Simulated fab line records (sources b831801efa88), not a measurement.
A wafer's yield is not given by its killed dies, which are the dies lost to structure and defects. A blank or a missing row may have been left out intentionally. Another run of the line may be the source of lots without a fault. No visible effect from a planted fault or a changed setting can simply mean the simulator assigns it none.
Chamber matching || flow sky130 || SKY_VIA2_ETCH_15 on rie-diel-04: 4 sister chambers
The step etches SiO2 in C4F8/O2/Ar, stops on TiN, target depth 546 nm, time 84 s. 4 wafers are shown with their chamber, then 8 later ones without.

== WAFERS WITH THEIR CHAMBER ==
{"wafer": "L088.1", "chamber": 3, "oes-product-au (a.u.)": 0.946}
{"wafer": "L088.2", "chamber": 0, "oes-product-au (a.u.)": 0.933}
{"wafer": "L088.3", "chamber": 1, "oes-product-au (a.u.)": 0.937}
{"wafer": "L092.2", "chamber": 2, "oes-product-au (a.u.)": 0.938}

== WAFERS WHOSE CHAMBER IS MISSING ==
{"wafer": "L092.3", "oes-product-au (a.u.)": 0.929}
{"wafer": "L092.4", "oes-product-au (a.u.)": 0.933}
{"wafer": "L094.2", "oes-product-au (a.u.)": 0.936}
{"wafer": "L094.3", "oes-product-au (a.u.)": 0.944}
{"wafer": "L094.5", "oes-product-au (a.u.)": 0.931}
{"wafer": "L096.1", "oes-product-au (a.u.)": 0.939}
{"wafer": "L096.3", "oes-product-au (a.u.)": 0.942}
{"wafer": "L096.4", "oes-product-au (a.u.)": 0.934}

== THE CHAMBER EACH PASSED THROUGH ==
{"wafer": "L092.3", "from the rows above": "can't be placed: 0 or 1", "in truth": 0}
{"wafer": "L092.4", "from the rows above": "can't be placed: 0 or 1", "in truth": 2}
{"wafer": "L094.2", "from the rows above": "can't be placed: 1 or 2 or 0", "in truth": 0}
{"wafer": "L094.3", "from the rows above": "can't be placed: 3 or 2", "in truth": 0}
{"wafer": "L094.5", "from the rows above": "can't be placed: 0 or 1", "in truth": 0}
{"wafer": "L096.1", "from the rows above": "can't be placed: 2 or 1", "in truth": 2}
{"wafer": "L096.3", "from the rows above": "can't be placed: 2 or 3 or 1", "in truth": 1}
{"wafer": "L096.4", "from the rows above": "can't be placed: 0 or 1 or 2", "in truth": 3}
Correct placement for 0 of the 8. Not placeable from these rows: 8 (in 5, the candidates include the true chamber). 0 placed wrongly.
How it was worked out, from the rows above alone: a wafer's distance from a chamber is the root of the sum, over the readings, of the square of ((its reading less the chamber's mean) divided by the reading's scatter). If the next closest chamber is less than 2 further off than the closest, the wafer can't be placed; otherwise it belongs to the closest. A chamber's mean is the mean of its shown wafers. The scatter: with one shown wafer a chamber, the root of the mean of the squares of how far each hidden wafer lies from its nearest shown one.
